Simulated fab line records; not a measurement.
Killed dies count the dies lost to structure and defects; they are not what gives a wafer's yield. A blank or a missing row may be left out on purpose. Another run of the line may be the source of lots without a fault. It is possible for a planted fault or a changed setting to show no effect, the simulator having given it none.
fab line records -- flow sky130
[record] lots = 6, wafers = 18, lastDay = 50
route steps=708 shown LDD_N@240 PAD_OPEN@708
lots untouched by any fault: they come from a run of this same line in which no faults occurred
startH: hours from the record's opening day to when the first of the lot's shown wafers began -- waitH: hours since the lot's step before -- " the same as in the row above -- L1.1+2: several wafers, shown together as one row -- - no value, or no start given -- * or withheld: withheld -- < > ~ a bound
route shown NAME@n: NAME is a module with steps in the file, n the number in the route of the first one -- usual: mean/standard deviation taken from wafers without a fault -- same: alike in all rows -- chamber/n: place in a boat -- sites: per-site readings -- _std_site: the values' standard deviation -- _edge_site: the outer-site mean with the inner-site mean subtracted -- radiusMm: how far each site lies from the wafer's centre -- mask NAME#n: copy n -- behind: the tool/chamber that last shaped the wafer -- hold: why the lot was held/for how many hours/how that ended -- device: which transistor (n, p or np) failed to switch -- end of line: the route-end tests of the same wafers -- a step without rows: its recipe alone -- killed: count of dies lost to structure and defects at first sort (not the wafer's yield) -- map: shows each die of a wafer: x if killed, . if not, _ if none is there
set.NAME: the setting that was run; set.NAME@STEP: the one run at that earlier step -- model.NAME: the simulator's own value behind a step, which no gauge read
lots at selected steps of the route; one table per step, one row per wafer
services: a tool's chamber out of use, with start hour (startH, from the record's first day; less than 0 if before it), hours out, and reason
[[steps]]
[step SKY_LDD_N_SOFTBAKE_03]
[recipe] tempC = 90, timeS = 60, resist = NOVOLAK
[step SKY_LDD_N_EXPOSE_04]
[recipe] maskId = NTM, targetCdNm = 840, na = 0.6, sourceShape = conventional, sigmaOuter = 0.6, doseMj = 110
[step SKY_LDD_N_PEB_05]
[recipe] tempC = withheld, timeS = *, resist = NOVOLAK
[step SKY_LDD_N_DEVELOP_06]
[recipe] developTimeS = 60, devTempC = 23
[step SKY_LDD_N_OVL_MEAS_07]
[usual] LDD_N_OVL = -0.9/1.3
lot.wafer,tool,chamber,startH,waitH,LDD_N_OVL[nm]
L428.1,overlay-01,-,409.57,0.1,-1.6
L428.5,overlay-01,-,409.57,0.1,-1.3
L428.6,overlay-01,-,409.57,0.1,-0.6
L441.2,overlay-02,-,534.07,0.1,0.6
L441.4,overlay-02,-,534.07,0.1,0.2
L441.5,overlay-02,-,534.07,0.1,0.3
L440.1,overlay-02,-,534.57,0.1,0.6
L440.3,overlay-02,-,534.57,0.1,-1.7
L440.5,overlay-02,-,534.57,0.1,-1.5
L442.2,overlay-02,-,545.67,0.1,0.1
L442.4,overlay-02,-,545.67,0.1,0.0
L442.5,overlay-02,-,545.67,0.1,-0.1
L449.1,overlay-01,-,599.02,0.1,-2.0
L449.4,overlay-01,-,599.02,0.1,-3.5
L449.6,overlay-01,-,599.02,0.1,-0.3
L450.2,overlay-02,-,602.64,0.1,-0.8
L450.3,overlay-02,-,602.64,0.1,0.4
L450.4,overlay-02,-,602.64,0.1,0.6
[step SKY_LDD_N_IMPLANT_08]
[recipe] species = As, energyKev = 20, doseCm2 = 7.5e+13, tiltDeg = withheld, rotationDeg = 23
[step SKY_LDD_N_IMPLANT_09]
[recipe] species = As, energyKev = 20, doseCm2 = 7.5e+13, tiltDeg = withheld, rotationDeg = 113
[step SKY_LDD_N_IMPLANT_10]
[recipe] species = As, energyKev = 20, doseCm2 = 7.5e+13, tiltDeg = withheld, rotationDeg = 203
[step SKY_LDD_N_IMPLANT_11]
[recipe] species = As, energyKev = 20, doseCm2 = 7.5e+13, tiltDeg = withheld, rotationDeg = 293
[step SKY_LDD_N_IMPLANT_12]
[recipe] species = BF2, energyKev = 50, doseCm2 = 5e+12, tiltDeg = 30, rotationDeg = 0
[step SKY_LDD_N_IMPLANT_13]
[recipe] species = BF2, energyKev = 50, doseCm2 = 5e+12, tiltDeg = 30, rotationDeg = 90
[step SKY_LDD_N_IMPLANT_14]
[recipe] species = BF2, energyKev = 50, doseCm2 = 5e+12, tiltDeg = 30, rotationDeg = 180
[step SKY_LDD_N_IMPLANT_15]
[recipe] species = BF2, energyKev = 50, doseCm2 = 5e+12, tiltDeg = 30, rotationDeg = 270
[usual] doseIonsCm2 = 4.999e+12/5.1e+09, rotationDeg = 270.00/0.054, tiltDeg = 29.998/0.019
lot.wafer,tool,chamber,startH,waitH,doseIonsCm2,rotationDeg,tiltDeg
L428.1,implanter-02,0,410.65,0.1,4.999e+12,269.98,30.032
L428.5,implanter-02,0,410.65,0.1,4.991e+12,270.00,29.995
L428.6,implanter-02,0,410.65,0.1,4.999e+12,270.00,30.028
L441.2,implanter-02,0,535.18,0.1,4.999e+12,269.99,-0.048
L441.4,implanter-02,0,535.18,0.1,4.996e+12,269.98,-0.001
L441.5,implanter-02,0,535.18,0.1,4.998e+12,269.96,-0.032
L440.1,implanter-03,0,536.12,0.1,4.997e+12,270.03,29.971
L440.3,implanter-03,0,536.12,0.1,4.995e+12,269.96,29.997
L440.5,implanter-03,0,536.12,0.1,4.995e+12,270.10,29.960
L442.2,implanter-02,0,546.78,0.1,4.994e+12,269.97,0.000
L442.4,implanter-02,0,546.78,0.1,4.99e+12,269.97,-0.005
L442.5,implanter-02,0,546.78,0.1,4.995e+12,270.00,0.003
L449.1,implanter-03,0,600.10,0.1,4.99e+12,270.06,29.998
L449.4,implanter-03,0,600.10,0.1,5.001e+12,269.99,29.975
L449.6,implanter-03,0,600.10,0.1,4.999e+12,270.03,30.002
L450.2,implanter-03,0,603.75,0.1,5.014e+12,269.97,29.985
L450.3,implanter-03,0,603.75,0.1,5.004e+12,270.03,29.983
L450.4,implanter-03,0,603.75,0.1,5.007e+12,270.00,29.959
[step SKY_LDD_N_STRIP_16]
[recipe] chemistry = O2/N2, powerW = 1400, pressureMtorr = 1500, platenTempC = withheld, o2FlowSccm = 3000, n2FlowSccm = 300, overashFraction = 0.5
[usual] drypumpMotorCurrentA = 5.52/0.24, oesProductAu = 0.407/0.004, stripTimeToEndpointS = 4.314/0.016
lot.wafer,tool,chamber,startH,waitH,drypumpMotorCurrentA,oesProductAu,rfHoursCounterH,stripTimeToEndpointS
L428.1,plasmaAsher-01,1,410.80,0.1,5.89,0.410,27,4.321
L428.5,plasmaAsher-01,1,410.80,0.1,5.90,0.411,-,4.312
L428.6,plasmaAsher-01,0,410.80,0.1,5.05,0.408,-,4.313
L441.2,plasmaAsher-01,0,535.30,0.1,5.06,0.404,39,4.307
L441.4,plasmaAsher-01,0,535.30,0.1,5.07,0.408,-,4.311
L441.5,plasmaAsher-01,0,535.30,0.1,5.08,0.402,-,4.311
L440.1,plasmaAsher-04,1,536.27,0.1,5.75,0.401,89,4.310
L440.3,plasmaAsher-04,1,536.27,0.1,5.71,0.403,-,4.315
L440.5,plasmaAsher-04,0,536.27,0.1,5.56,0.412,-,4.324
L442.2,plasmaAsher-04,1,546.90,0.1,5.73,0.408,90,4.296
L442.4,plasmaAsher-04,0,546.90,0.1,5.55,0.406,-,4.306
L442.5,plasmaAsher-04,1,546.90,0.1,5.74,0.406,-,4.296
L449.1,plasmaAsher-01,1,600.25,0.1,5.95,0.411,43,4.304
L449.4,plasmaAsher-01,0,600.25,0.1,5.07,0.409,-,4.292
L449.6,plasmaAsher-01,0,600.25,0.1,5.08,0.401,-,4.304
L450.2,plasmaAsher-03,0,603.87,0.1,5.41,0.405,18,4.317
L450.3,plasmaAsher-03,1,603.87,0.1,5.43,0.402,-,4.305
L450.4,plasmaAsher-03,0,603.87,0.1,5.43,0.409,-,4.283
[step SKY_PAD_OPEN_PROBE_99]
[usual] killed_at_M0_to_M3 = 44/8.6, killed_at_M4_up = 3.4/1.9, killedAtContacts = 23/5.7, killedAtFrontEnd = 15/4.5, killedAtOther = 0.4/0.62, killedDies = 86/11, killedOpen = 46/7.6, killedShort = 39/6.3
[same] grossDies = 492, killedAtBackSide = 0
lot.wafer,tool,chamber,startH,waitH,killed_at_M0_to_M3,killed_at_M4_up,killedAtContacts,killedAtFrontEnd,killedAtOther,killedDies,killedOpen,killedShort,model.etest.nfet_01v8_turned.vtSatV
L428.1,prober-01,-,1089.48,0.1,51,4,20,16,1,92,55,37,0.6566
L428.5,prober-01,-,1089.68,0.2,59,8,27,17,0,111,54,57,0.6582
L428.6,prober-01,-,1089.73,0.2,37,3,16,24,0,80,44,36,0.655
L441.2,prober-01,-,1173.36,0.1,49,5,21,8,0,83,52,31,0.6052
L441.4,prober-01,-,1173.46,0.2,50,5,16,15,1,87,45,41,0.5947
L441.5,prober-01,-,1173.51,0.2,42,4,18,19,0,83,43,40,0.6028
L440.1,prober-02,-,1174.29,0.1,43,2,28,11,0,84,48,36,0.6486
L440.3,prober-02,-,1174.39,0.2,47,2,42,8,0,99,56,43,0.6507
L440.5,prober-02,-,1174.49,0.2,35,3,27,14,0,79,42,34,0.6533
L442.2,prober-01,-,1176.69,0.1,58,5,22,17,1,103,50,51,0.6151
L442.4,prober-01,-,1176.79,0.2,31,2,22,16,1,72,31,41,0.6123
L442.5,prober-01,-,1176.84,0.2,31,2,28,14,0,75,43,32,0.62
L449.1,prober-02,-,1200.79,0.1,42,1,36,14,0,93,48,45,0.6635
L449.4,prober-02,-,1200.94,0.2,45,5,19,22,1,92,48,43,0.6576
L449.6,prober-02,-,1201.04,0.2,47,1,23,13,0,84,53,30,0.661
L450.2,prober-01,-,1202.02,0.1,26,7,31,14,0,78,44,33,0.648
L450.3,prober-01,-,1202.07,0.2,45,4,32,28,0,109,52,56,0.6443
L450.4,prober-01,-,1202.12,0.2,50,4,36,13,0,103,58,44,0.6493
// killed by level:class
L428.1 VIA1:geometricParticle:open=14 VIA2:geometricParticle:open=9 LI_CONTACT:geometricParticle:open=8 METAL2:geometricParticle:short=8 VIA3:geometricParticle:open=5 POLY_GATE:geometricParticle:open=4 CONTACT:geometricParticle:short=4 CONTACT:geometricParticle:open=4
L428.5 VIA1:geometricParticle:open=14 CONTACT:geometricParticle:open=10 VIA1:geometricParticle:short=10 LOCAL_INTERCONNECT:geometricParticle:short=7 VIA2:geometricParticle:open=7 VIA3:geometricParticle:open=7 METAL4:geometricParticle:short=7 POLY_GATE:geometricParticle:short=6
L428.6 VIA1:geometricParticle:open=10 POLY_GATE:geometricParticle:open=8 LI_CONTACT:geometricParticle:open=5 METAL1:geometricParticle:short=5 VIA1:geometricParticle:short=5 VIA3:geometricParticle:open=4 LOCAL_INTERCONNECT:geometricParticle:short=4 CONTACT:geometricParticle:open=4
L441.2 CONTACT:geometricParticle:open=11 VIA2:geometricParticle:open=10 VIA3:geometricParticle:open=9 VIA1:geometricParticle:open=9 METAL1:geometricParticle:short=6 VIA1:geometricParticle:short=6 LI_CONTACT:geometricParticle:open=5 METAL4:geometricParticle:short=4
L441.4 VIA1:geometricParticle:open=14 CONTACT:geometricParticle:short=7 VIA1:geometricParticle:short=6 VIA2:geometricParticle:open=6 FIELD_ISO:geometricParticle:open=5 VIA2:geometricParticle:short=5 METAL4:geometricParticle:short=5 METAL2:geometricParticle:short=4
L441.5 FIELD_ISO:geometricParticle:open=9 VIA2:geometricParticle:open=8 METAL3:geometricParticle:short=8 VIA1:geometricParticle:open=7 FIELD_ISO:geometricParticle:short=6 CONTACT:geometricParticle:open=6 VIA1:geometricParticle:short=6 CONTACT:geometricParticle:short=5
L440.1 VIA3:geometricParticle:open=13 VIA2:geometricParticle:open=10 CONTACT:geometricParticle:short=8 CONTACT:geometricParticle:open=7 LI_CONTACT:geometricParticle:open=6 METAL2:geometricParticle:short=4 LOCAL_INTERCONNECT:geometricParticle:short=4 VIA1:geometricParticle:open=4
L440.3 VIA1:geometricParticle:open=11 CONTACT:geometricParticle:open=10 VIA2:geometricParticle:open=10 LI_CONTACT:geometricParticle:short=9 VIA3:geometricParticle:open=8 CONTACT:geometricParticle:short=7 METAL2:geometricParticle:short=7 LOCAL_INTERCONNECT:geometricParticle:short=6
L440.5 CONTACT:geometricParticle:open=10 VIA3:geometricParticle:open=8 POLY_GATE:geometricParticle:short=5 LI_CONTACT:geometricParticle:short=5 LI_CONTACT:geometricParticle:open=5 VIA2:geometricParticle:open=5 VIA1:geometricParticle:open=5 POLY_GATE:geometricParticle:open=4
L442.2 VIA1:geometricParticle:open=13 LI_CONTACT:geometricParticle:open=8 METAL1:geometricParticle:short=8 VIA2:geometricParticle:open=7 FIELD_ISO:geometricParticle:short=6 METAL2:geometricParticle:short=6 CONTACT:geometricParticle:open=5 VIA1:geometricParticle:short=5
L442.4 LI_CONTACT:geometricParticle:open=7 METAL1:geometricParticle:short=7 LI_CONTACT:geometricParticle:short=5 VIA1:geometricParticle:open=5 CONTACT:geometricParticle:short=5 FIELD_ISO:geometricParticle:short=4 METAL3:geometricParticle:short=4 CONTACT:geometricParticle:open=4
L442.5 CONTACT:geometricParticle:open=11 LI_CONTACT:geometricParticle:open=7 VIA3:geometricParticle:open=6 CONTACT:geometricParticle:short=6 METAL3:geometricParticle:short=5 POLY_GATE:geometricParticle:open=4 METAL2:geometricParticle:short=4 VIA2:geometricParticle:open=4
L449.1 LI_CONTACT:geometricParticle:open=9 CONTACT:geometricParticle:open=9 LOCAL_INTERCONNECT:geometricParticle:short=7 VIA2:geometricParticle:open=7 VIA1:geometricParticle:short=7 CONTACT:geometricParticle:short=6 VIA1:geometricParticle:open=5 VIA3:geometricParticle:open=5
L449.4 FIELD_ISO:geometricParticle:open=9 LI_CONTACT:geometricParticle:open=8 VIA1:geometricParticle:open=8 METAL1:geometricParticle:short=7 CONTACT:geometricParticle:open=6 VIA1:geometricParticle:short=6 VIA2:geometricParticle:open=6 METAL4:geometricParticle:short=5
L449.6 VIA1:geometricParticle:open=12 CONTACT:geometricParticle:open=9 VIA2:geometricParticle:open=9 LI_CONTACT:geometricParticle:open=8 VIA1:geometricParticle:short=6 POLY_GATE:geometricParticle:open=5 METAL1:geometricParticle:short=4 VIA3:geometricParticle:open=4
L450.2 CONTACT:geometricParticle:open=11 LI_CONTACT:geometricParticle:open=10 VIA1:geometricParticle:open=9 METAL4:geometricParticle:short=6 LOCAL_INTERCONNECT:geometricParticle:short=5 CONTACT:geometricParticle:short=5 FIELD_ISO:geometricParticle:open=4 FIELD_ISO:geometricParticle:short=4
L450.3 VIA1:geometricParticle:open=10 LI_CONTACT:geometricParticle:open=9 CONTACT:geometricParticle:open=9 POLY_GATE:geometricParticle:short=8 VIA2:geometricParticle:open=6 FIELD_ISO:geometricParticle:short=5 POLY_GATE:geometricParticle:open=5 LOCAL_INTERCONNECT:geometricParticle:short=5
L450.4 LI_CONTACT:geometricParticle:open=14 VIA1:geometricParticle:open=9 VIA3:geometricParticle:open=9 CONTACT:geometricParticle:open=8 METAL1:geometricParticle:short=7 VIA2:geometricParticle:open=7 LOCAL_INTERCONNECT:geometricParticle:short=5 CONTACT:geometricParticle:short=5
[[services]]
tool,chamber,startH,hours,kind
plasmaAsher-03,-,421.25,9.0,pm
plasmaAsher-03,0,421.25,9.0,ventCycle
plasmaAsher-03,1,421.25,9.0,ventCycle
plasmaAsher-03,0,430.25,-,clean
plasmaAsher-03,1,430.25,-,clean
plasmaAsher-03,-,431.08,2.7,repair
plasmaAsher-04,-,441.68,1.2,repair
implanter-02,-,458.96,1.5,repair
implanter-03,-,481.24,1.1,repair
implanter-02,-,535.30,4.4,pm
plasmaAsher-01,-,541.29,28.1,pm
implanter-02,-,556.09,2.0,repair
implanter-03,-,566.77,3.4,pm
plasmaAsher-01,-,569.39,2.8,pm
plasmaAsher-04,-,573.52,1.0,repair
[[key]]
[firstSign] step = SKY_LDD_N_IMPLANT_15, reading = tiltDeg, direction = down, sigmas = 99+, usual = *, struck = *
effect none on later readings
[modelEffect] step = SKY_PAD_OPEN_PROBE_99, value = etest.nfet_01v8_turned.vtSatV, without = 0.646, struck = 0.6083
metAt SKY_LDD_N_IMPLANT_15
struckWafers L441.2,L441.4,L441.5,L442.2,L442.4,L442.5
testerLeftOut L441,L442
onsetBetween 410.65 535.18
[fault] kind = processParameterDrift, tool = implanter-02, chamber = -, onsetH = 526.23, steps = SKY_LDD_N_IMPLANT_15, channel = tiltDeg, offset = *, shape = step, endH = 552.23, actsIn = *, stated = *
// testerLeftOut: of these lots the tester's yield and bins aren't shown, on N5 and GAA mostly nor the transistor test; their killed dies are dies lost to structure and defects alone, not to doping, threshold or leakage, so they don't give the yield
